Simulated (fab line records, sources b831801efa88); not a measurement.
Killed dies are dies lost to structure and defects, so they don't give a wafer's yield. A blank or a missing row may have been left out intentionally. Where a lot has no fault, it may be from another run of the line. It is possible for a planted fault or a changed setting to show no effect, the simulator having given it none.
Which tool was responsible? / flow sky130 / 39 wafers from 13 lots sampled at 5 of the route's 708 steps

== WHAT EACH GAUGE READ, for each wafer ==
SKY_VT_ADJUST_HVTP_CD_MEAS_07: target cd 380 nm.
lot=L549; measured=day 6 04:39; on=cdSem-02; cdNm (nm)=379.9 378.4 375.2
lot=L552; measured=day 6 21:42; on=cdSem-02; cdNm (nm)=380.5 379.8 380.6
lot=L553; measured=day 7 02:55; on=cdSem-02; cdNm (nm)=380.6 378.0 378.9
lot=L555; measured=day 7 13:24; on=cdSem-01; cdNm (nm)=380.6 381.6 381.7
lot=L556; measured=day 7 23:51; on=cdSem-01; cdNm (nm)=381.8 379.7 383.5
lot=L557; measured=day 8 03:08; on=cdSem-01; cdNm (nm)=377.2 379.5 375.0
lot=L558; measured=day 8 10:57; on=cdSem-01; cdNm (nm)=382.8 387.0 385.0
lot=L560; measured=day 9 02:10; on=cdSem-02; cdNm (nm)=382.3 380.0 379.6
lot=L561; measured=day 9 13:19; on=cdSem-01; cdNm (nm)=379.4 382.6 379.2
lot=L566; measured=day 10 17:40; on=cdSem-02; cdNm (nm)=377.0 380.1 377.6
lot=L568; measured=day 11 07:10; on=cdSem-02; cdNm (nm)=381.1 381.1 382.5
lot=L570; measured=day 11 16:10; on=cdSem-02; cdNm (nm)=380.4 383.6 380.9
lot=L572; measured=day 12 07:25; on=cdSem-01; cdNm (nm)=377.1 377.1 376.7

SKY_VT_ADJUST_PCH_TW_MEAS_10.
lot=L549; measured=day 10 12:47; on=filmMetro-02; VT_ADJUST_PCH_TW=141.0 141.9 141.7
lot=L552; measured=day 11 09:03; on=filmMetro-02; VT_ADJUST_PCH_TW=140.8 141.1 140.8
lot=L553; measured=day 11 15:06; on=filmMetro-01; VT_ADJUST_PCH_TW=144.8 144.5 144.3
lot=L555; measured=day 12 03:52; on=filmMetro-01; VT_ADJUST_PCH_TW=144.3 144.2 144.5
lot=L556; measured=day 12 16:49; on=filmMetro-01; VT_ADJUST_PCH_TW=144.6 143.7 144.9
lot=L557; measured=day 12 20:55; on=filmMetro-04; VT_ADJUST_PCH_TW=142.4 142.5 142.8
lot=L558; measured=day 13 05:42; on=filmMetro-04; VT_ADJUST_PCH_TW=142.8 142.7 143.5
lot=L560; measured=day 14 00:35; on=filmMetro-02; VT_ADJUST_PCH_TW=141.9 142.9 141.8
lot=L561; measured=day 14 13:59; on=filmMetro-01; VT_ADJUST_PCH_TW=144.1 144.0 143.7
lot=L566; measured=day 15 20:56; on=filmMetro-01; VT_ADJUST_PCH_TW=162.8 163.0 162.0
lot=L568; measured=day 16 14:59; on=filmMetro-02; VT_ADJUST_PCH_TW=158.8 159.3 159.4
lot=L570; measured=day 17 01:04; on=filmMetro-02; VT_ADJUST_PCH_TW=141.3 141.6 141.7
lot=L572; measured=day 17 19:27; on=filmMetro-02; VT_ADJUST_PCH_TW=141.8 141.2 141.6

SKY_LOCAL_INTERCONNECT_OVL_MEAS_12.
lot=L549; measured=day 30 11:37; on=overlay-02; LOCAL_INTERCONNECT_OVL (nm)=0 0 -5
lot=L552; measured=day 31 12:16; on=overlay-02; LOCAL_INTERCONNECT_OVL (nm)=3 8 1
lot=L553; measured=day 31 14:41; on=overlay-02; LOCAL_INTERCONNECT_OVL (nm)=6 3 12
lot=L555; measured=day 32 07:47; on=overlay-01; LOCAL_INTERCONNECT_OVL (nm)=-13 3 -8
lot=L556; measured=day 33 10:11; on=overlay-01; LOCAL_INTERCONNECT_OVL (nm)=-2 -1 1
lot=L557; measured=day 33 11:44; on=overlay-01; LOCAL_INTERCONNECT_OVL (nm)=-1 -3 5
lot=L558; measured=day 33 14:07; on=overlay-02; LOCAL_INTERCONNECT_OVL (nm)=-3 -2 3
lot=L560; measured=day 34 09:01; on=overlay-02; LOCAL_INTERCONNECT_OVL (nm)=6 9 8
lot=L561; measured=day 34 16:59; on=overlay-01; LOCAL_INTERCONNECT_OVL (nm)=-3 3 0
lot=L566; measured=day 35 23:13; on=overlay-01; LOCAL_INTERCONNECT_OVL (nm)=6 7 4
lot=L568; measured=day 36 16:34; on=overlay-01; LOCAL_INTERCONNECT_OVL (nm)=-1 0 -6
lot=L570; measured=day 36 23:41; on=overlay-02; LOCAL_INTERCONNECT_OVL (nm)=-5 -4 -5
lot=L572; measured=day 37 17:16; on=overlay-02; LOCAL_INTERCONNECT_OVL (nm)=1 8 -1

== TOOL THAT RAN EACH LOT (tool first, then ch and the chambers of the sampled wafers, then the start) ==
lot=L549; SKY_VT_ADJUST_HVTP_SOFTBAKE_03=lithoTrack-02 ch 0, day 5 19:33; SKY_VT_ADJUST_PCH_IMPLANT_08=implanter-04 ch 0, day 10 12:32
lot=L552; SKY_VT_ADJUST_HVTP_SOFTBAKE_03=lithoTrack-01 ch 0, day 6 12:07; SKY_VT_ADJUST_PCH_IMPLANT_08=implanter-03 ch 0, day 11 08:48
lot=L553; SKY_VT_ADJUST_HVTP_SOFTBAKE_03=lithoTrack-03 ch 0, day 6 17:16; SKY_VT_ADJUST_PCH_IMPLANT_08=implanter-03 ch 0, day 11 14:52
lot=L555; SKY_VT_ADJUST_HVTP_SOFTBAKE_03=lithoTrack-03 ch 0, day 7 03:06; SKY_VT_ADJUST_PCH_IMPLANT_08=implanter-04 ch 0, day 12 03:38
lot=L556; SKY_VT_ADJUST_HVTP_SOFTBAKE_03=lithoTrack-03 ch 0, day 7 13:45; SKY_VT_ADJUST_PCH_IMPLANT_08=implanter-02 ch 0, day 12 16:35
lot=L557; SKY_VT_ADJUST_HVTP_SOFTBAKE_03=lithoTrack-02 ch 0, day 7 16:42; SKY_VT_ADJUST_PCH_IMPLANT_08=implanter-03 ch 0, day 12 20:42
lot=L558; SKY_VT_ADJUST_HVTP_SOFTBAKE_03=lithoTrack-02 ch 0, day 8 00:00; SKY_VT_ADJUST_PCH_IMPLANT_08=implanter-04 ch 0, day 13 05:27
lot=L560; SKY_VT_ADJUST_HVTP_SOFTBAKE_03=lithoTrack-03 ch 0, day 8 15:24; SKY_VT_ADJUST_PCH_IMPLANT_08=implanter-04 ch 0, day 14 00:20
lot=L561; SKY_VT_ADJUST_HVTP_SOFTBAKE_03=lithoTrack-03 ch 0, day 9 02:37; SKY_VT_ADJUST_PCH_IMPLANT_08=implanter-02 ch 0, day 14 13:46
lot=L566; SKY_VT_ADJUST_HVTP_SOFTBAKE_03=lithoTrack-01 ch 0, day 10 06:25; SKY_VT_ADJUST_PCH_IMPLANT_08=implanter-02 ch 0, day 15 20:41
lot=L568; SKY_VT_ADJUST_HVTP_SOFTBAKE_03=lithoTrack-03 ch 0, day 10 19:24; SKY_VT_ADJUST_PCH_IMPLANT_08=implanter-02 ch 0, day 16 14:44
lot=L570; SKY_VT_ADJUST_HVTP_SOFTBAKE_03=lithoTrack-03 ch 0, day 11 04:34; SKY_VT_ADJUST_PCH_IMPLANT_08=implanter-03 ch 0, day 17 00:51
lot=L572; SKY_VT_ADJUST_HVTP_SOFTBAKE_03=lithoTrack-02 ch 0, day 11 19:23; SKY_VT_ADJUST_PCH_IMPLANT_08=implanter-04 ch 0, day 17 19:13
- SKY_VT_ADJUST_HVTP_SOFTBAKE_03: time 62.05 s.
- SKY_VT_ADJUST_PCH_IMPLANT_08

== AS READ BY THE TOOLS THEMSELVES (means over the sampled wafers that have a number; for cases with no such wafer, the mark the record gives instead) ==
SKY_VT_ADJUST_HVTP_SOFTBAKE_03.
lot=L549; tool=lithoTrack-02; plateSensorTCentreC (C)=90.756; plateSensorTEdgeC (C)=90.823
lot=L552; tool=lithoTrack-01; plateSensorTCentreC (C)=90.759; plateSensorTEdgeC (C)=90.835
lot=L553; tool=lithoTrack-03; plateSensorTCentreC (C)=90.762; plateSensorTEdgeC (C)=90.830
lot=L555; tool=lithoTrack-03; plateSensorTCentreC (C)=90.768; plateSensorTEdgeC (C)=90.836
lot=L556; tool=lithoTrack-03; plateSensorTCentreC (C)=90.758; plateSensorTEdgeC (C)=90.820
lot=L557; tool=lithoTrack-02; plateSensorTCentreC (C)=90.759; plateSensorTEdgeC (C)=90.839
lot=L558; tool=lithoTrack-02; plateSensorTCentreC (C)=90.761; plateSensorTEdgeC (C)=90.830
lot=L560; tool=lithoTrack-03; plateSensorTCentreC (C)=90.765; plateSensorTEdgeC (C)=90.834
lot=L561; tool=lithoTrack-03; plateSensorTCentreC (C)=90.751; plateSensorTEdgeC (C)=90.831
lot=L566; tool=lithoTrack-01; plateSensorTCentreC (C)=90.759; plateSensorTEdgeC (C)=90.830
lot=L568; tool=lithoTrack-03; plateSensorTCentreC (C)=90.752; plateSensorTEdgeC (C)=90.820
lot=L570; tool=lithoTrack-03; plateSensorTCentreC (C)=90.762; plateSensorTEdgeC (C)=90.828
lot=L572; tool=lithoTrack-02; plateSensorTCentreC (C)=90.760; plateSensorTEdgeC (C)=90.828

SKY_VT_ADJUST_PCH_IMPLANT_08.
lot=L549 tool=implanter-04 doseIonsCm2=5.000e+11 faradayCurrentUA=2.79
lot=L552 tool=implanter-03 doseIonsCm2=5.005e+11 faradayCurrentUA=2.85
lot=L553 tool=implanter-03 doseIonsCm2=4.997e+11 faradayCurrentUA=2.80
lot=L555 tool=implanter-04 doseIonsCm2=5.002e+11 faradayCurrentUA=2.77
lot=L556 tool=implanter-02 doseIonsCm2=4.991e+11 faradayCurrentUA=2.78
lot=L557 tool=implanter-03 doseIonsCm2=4.995e+11 faradayCurrentUA=2.79
lot=L558 tool=implanter-04 doseIonsCm2=5.002e+11 faradayCurrentUA=2.85
lot=L560 tool=implanter-04 doseIonsCm2=5.002e+11 faradayCurrentUA=2.81
lot=L561 tool=implanter-02 doseIonsCm2=5.000e+11 faradayCurrentUA=2.77
lot=L566 tool=implanter-02 doseIonsCm2=7.677e+11 faradayCurrentUA=4.30
lot=L568 tool=implanter-02 doseIonsCm2=7.682e+11 faradayCurrentUA=4.35
lot=L570 tool=implanter-03 doseIonsCm2=4.996e+11 faradayCurrentUA=2.83
lot=L572 tool=implanter-04 doseIonsCm2=4.996e+11 faradayCurrentUA=2.76

== THE ANSWER, worked out from the rows above alone ==
Rule: what is usual is taken from the lots themselves. Put in order of their means at a reading, lots are off if they are a third of the lots or fewer, leave a main group of 4 or more, and stand apart from it by a gap of 3 or more times the standard deviation of the main group's means; of several such gaps the widest counts. Not used: any main group whose means are identical at the precision the tables above print for the reading. Also off: a lot with no number at a reading for which 4 or more lots have one. All remaining lots with rows at the step are treated as sound. First the gauges in route order, then the tools' own readings, where a lot's mean is used as printed above. At the first step where some lot is off, the reading lying furthest off is the one used; lots without a number count as furthest.
Off: at SKY_VT_ADJUST_PCH_TW_MEAS_10 (VT_ADJUST_PCH_TW), L566, L568. Mean 142.8 and standard deviation 1.3 in the main group.
A tool fits if, at a process step before that reading, it ran every lot that is off, and no sound lot after the first of them. The gauges at SKY_VT_ADJUST_PCH_TW_MEAS_10 aren't tried: what is off there is off at SKY_VT_ADJUST_PCH_IMPLANT_08 too, on other tools, and a gauge's error can't cause that. One fits: SKY_VT_ADJUST_PCH_IMPLANT_08 on implanter-02. A fault onset in the window from L561 (day 14 13:46, its last sound lot) to L566 (day 15 20:41, its first lot off) fits.
The tool's own readings at SKY_VT_ADJUST_PCH_IMPLANT_08 bear it out: on the lots that are off they differ by more than 5 times the standard deviation of the sound lots' means. doseIonsCm2 reads 7.680e+11 there against 4.999e+11 on the sound lots; faradayCurrentUA reads 4.32 there against 2.80 on the sound lots.

== WHAT THE SIMULATOR HAD PUT IN ==
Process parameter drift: implanter-02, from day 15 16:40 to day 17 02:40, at SKY_VT_ADJUST_PCH_IMPLANT_08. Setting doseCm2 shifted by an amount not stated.
Shown lots that were struck: L566, L568. The rule given above showed the same thing.
